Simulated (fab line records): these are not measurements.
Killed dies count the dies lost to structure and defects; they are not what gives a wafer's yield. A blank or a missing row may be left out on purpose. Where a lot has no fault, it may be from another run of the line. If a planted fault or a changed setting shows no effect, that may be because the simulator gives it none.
2 desks, one fault -- flow sfq line -- each desk holds nothing but its own numbers, with what lay behind them at the end

## THE METROLOGY DESK
Lot by lot, what the gauges showed, no matter which tool ran the lot: averages of those sampled wafers that carry a number. A lot is out of limits, marked OUT, if its mean lies more than 4 standard deviations from the usual mean; the brackets give that distance.
Columns: A = I4_BOW at SFQ_I4_BOW_MEAS_927, usual 4 um; B = R5_MONX_RS at SFQ_R5_RS_MEAS_933, usual 7.06 ohm/sq
lot,first seen here,A,B
L853,day 45 00:15,10,7.02
L858,day 51 12:07,6,7.03
L859,day 51 13:36,9,7.03
L860,day 52 00:45,6,7.01
L861,day 53 07:13,10,7.10
L863,day 54 09:49,6,7.03
L866,day 55 15:56,12,7.07
L867,day 56 07:31,-13,7.09
L869,day 56 13:41,15,7.16
L870,day 57 11:09,14,7.03
L871,day 57 20:08,6,7.00
L873,day 58 00:55,4,7.08
L874,day 58 12:34,0,7.14
L876,day 58 23:47,1,7.06
Finding of this desk: none of the 14 lots has anything out of limits.

## FOR THE TOOL OWNER'S DESK: pecvd-01
The tool's own readings at SFQ_TRILAYER_I6_DEP_PECVD_165 (deposits SiO2 from SiH4/N2O, time 111.11 s, target thk 500 nm): means of the sampled wafers that have a number, for each lot that ran on this tool. A lot is out of limits, marked OUT, if its mean lies more than 4 standard deviations from the usual mean; the brackets give that distance.
Columns: A = chamber pressure Torr at SFQ_TRILAYER_I6_DEP_PECVD_165, usual 2.400 Torr; B = heater power outer w at SFQ_TRILAYER_I6_DEP_PECVD_165, usual 27 W; C = heater power w at SFQ_TRILAYER_I6_DEP_PECVD_165, usual 79 W; D = showerhead vpp V at SFQ_TRILAYER_I6_DEP_PECVD_165, usual 845 V; E = throttle valve pct at SFQ_TRILAYER_I6_DEP_PECVD_165, usual 24.1 %
lot,first seen here,A,B,C,D,E
L859,day 72 23:43,2.401,33,94,826,22.8
L863,day 74 13:02,2.399,32,89,825,23.1
L866,day 75 15:22,2.397,37,97,838,23.6
L867,day 76 11:41,2.401,25,77,839,23.7
L871,day 77 23:31,2.401,30,82,841,23.9
L873,day 78 10:28,2.406,34,88,856,24.0
L876,day 79 09:25,2.392,34,92,833,23.6
Finding of this desk: none of the 7 lots has anything out of limits.

## ALL TOGETHER
From the metrology desk's view, nothing was out of limits.
The tool owner's desk saw nothing out of limits.

## WHAT HAD BEEN PUT IN BY THE SIMULATOR
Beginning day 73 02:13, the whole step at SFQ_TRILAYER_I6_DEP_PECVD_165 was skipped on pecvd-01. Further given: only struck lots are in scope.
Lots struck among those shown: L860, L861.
